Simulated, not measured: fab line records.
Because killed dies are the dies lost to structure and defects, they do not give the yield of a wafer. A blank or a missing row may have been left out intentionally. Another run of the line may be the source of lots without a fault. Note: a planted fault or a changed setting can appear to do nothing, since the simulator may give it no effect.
2 desks looking at one fault || flow gf180mcu || each desk holds nothing but its own numbers, with what lay behind them at the end

== THE METROLOGY DESK ==
What the gauges read for every lot (on any tool): the sampled wafers with a number, averaged. The brackets show how far a lot's mean lies from the usual mean; more than 4 standard deviations puts the lot out of limits, marked OUT.
Columns: A = V2_OVL at GF_V2_OVL_MEAS_15, usual -2 nm; B = V3_CVD_02_THK at GF_V3_THK_MEAS_03, usual 849 nm; C = cdNm at GF_V3_CD_MEAS_14, usual 260.0 nm
{"lot": "L766", "first seen here": "day 20 04:58", "A": -6, "B": 853, "C": 258.1}
{"lot": "L768", "first seen here": "day 21 07:55", "A": -5, "B": 845, "C": 261.6}
{"lot": "L769", "first seen here": "day 21 15:54", "A": 3, "B": 849, "C": 260.4}
{"lot": "L770", "first seen here": "day 22 07:02", "A": -9, "B": 847, "C": 259.1}
{"lot": "L771", "first seen here": "day 22 12:26", "A": 2, "B": 848, "C": 259.6}
{"lot": "L772", "first seen here": "day 22 16:51", "A": 7, "B": 864, "C": 262.6}
{"lot": "L773", "first seen here": "day 23 00:16", "A": 6, "B": 864, "C": 262.0}
{"lot": "L774", "first seen here": "day 23 11:43", "A": -4, "B": 837, "C": 257.6}
{"lot": "L776", "first seen here": "day 24 02:48", "A": -2, "B": 859, "C": 259.1}
{"lot": "L778", "first seen here": "day 24 15:33", "A": 0, "B": 843, "C": 261.0}
{"lot": "L780", "first seen here": "day 25 14:10", "A": -5, "B": 845, "C": 260.2}
{"lot": "L782", "first seen here": "day 26 00:39", "A": -8, "B": "969 (+11) OUT", "C": 260.9}
This desk reports L782 out of limits; the earliest was L782 at day 26 23:52 (V3_CVD_02_THK at GF_V3_THK_MEAS_03). L766, L768, L769, L770, L771, L772, L773, L774, L776, L778, L780 stayed within limits.

== TOOL OWNER'S DESK, pecvd-02 ==
The tool's own readings at GF_V3_CVD_02 (deposits SiO2 from TEOS, target thk 850 nm, time 94.851 s): means of the sampled wafers that have a number, for each lot that ran on this tool. The brackets show how far a lot's mean lies from the usual mean; more than 4 standard deviations puts the lot out of limits, marked OUT.
Columns: A = heaterPowerW at GF_V3_CVD_02, usual 660 W
{"lot": "L766", "first seen here": "day 21 07:47", "A": 872}
{"lot": "L768", "first seen here": "day 22 10:46", "A": 594}
{"lot": "L771", "first seen here": "day 23 13:20", "A": 693}
{"lot": "L772", "first seen here": "day 23 17:44", "A": 858}
{"lot": "L776", "first seen here": "day 25 03:56", "A": 764}
{"lot": "L778", "first seen here": "day 25 16:18", "A": 720}
{"lot": "L780", "first seen here": "day 26 14:08", "A": 750}
{"lot": "L782", "first seen here": "day 26 23:48", "A": 542}
Result from this desk: across the 8 lots, nothing is out of limits.

== PUT TOGETHER ==
The metrology desk could have raised an alarm at day 26 23:52, on L782.
The desk of the tool owner found nothing out of limits.
Tool owner's desk: L782 on record, inside its limits.
Every lot named ran GF_V3_CVD_02 on pecvd-02.

== WHAT HAD BEEN PUT IN BY THE SIMULATOR ==
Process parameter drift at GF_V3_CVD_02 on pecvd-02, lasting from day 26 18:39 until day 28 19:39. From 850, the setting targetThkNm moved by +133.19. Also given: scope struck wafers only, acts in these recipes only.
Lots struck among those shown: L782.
Delay in hours, fault start to first out-of-limits reading, per desk: metrology desk 5.
